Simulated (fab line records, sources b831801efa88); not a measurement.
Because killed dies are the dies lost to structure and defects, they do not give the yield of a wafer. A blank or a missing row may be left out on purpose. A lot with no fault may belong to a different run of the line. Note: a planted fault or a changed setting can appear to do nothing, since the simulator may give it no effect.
Matching of chambers + flow gf180mcu + GF_SAB_ETCH_11 on rieDiel-04 has 4 sister chambers
The step etches SiO2 in C4F8/O2/Ar, target depth 55 nm, time 8.5 s. 8 wafers are shown with their chamber, then 7 later ones without.

WAFERS WITH THEIR CHAMBER
| wafer  | chamber | oesProductAu (a.u.) |
|--------|---------|---------------------|
| L686.4 | 1       | 0.984               |
| L688.4 | 0       | 0.960               |
| L690.1 | 1       | 0.990               |
| L692.1 | 0       | 0.963               |
| L692.3 | 2       | 0.986               |
| L692.4 | 3       | 0.995               |
| L695.1 | 3       | 0.995               |
| L695.2 | 2       | 0.987               |

WAFERS WHOSE CHAMBER IS MISSING
| wafer  | oesProductAu (a.u.) |
|--------|---------------------|
| L695.3 | 0.978               |
| L704.1 | 0.971               |
| L704.3 | 0.979               |
| L704.5 | 0.985               |
| L707.1 | 0.982               |
| L707.2 | 0.969               |
| L707.5 | 0.991               |

EACH ONE'S CHAMBER
| wafer  | from the rows above          | in truth                   |
|--------|------------------------------|----------------------------|
| L695.3 | can't be placed: 2 or 1      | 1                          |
| L704.1 | 0                            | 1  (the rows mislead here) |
| L704.3 | can't be placed: 2 or 1      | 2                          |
| L704.5 | can't be placed: 2 or 1      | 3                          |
| L707.1 | can't be placed: 2 or 1      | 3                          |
| L707.2 | 0                            | 0                          |
| L707.5 | can't be placed: 1 or 3 or 2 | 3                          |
Correct placement for 1 of the 7. Cannot be placed on the basis of these rows: 5; the candidates contain the true chamber in 3. 1 placed wrongly.
How it was worked out, from the rows above alone: a wafer's distance from a chamber is the root of the sum, over the readings, of the square of ((its reading less the chamber's mean) divided by the reading's scatter). The wafer belongs to the nearest chamber; if the next one is less than 2 further off, it can't be placed. A chamber's mean is the mean of its shown wafers. How the scatter is found: for the shown wafers, subtract from each reading the mean of its chamber, square and add these, divide the total by (wafers less chambers), then take the root.
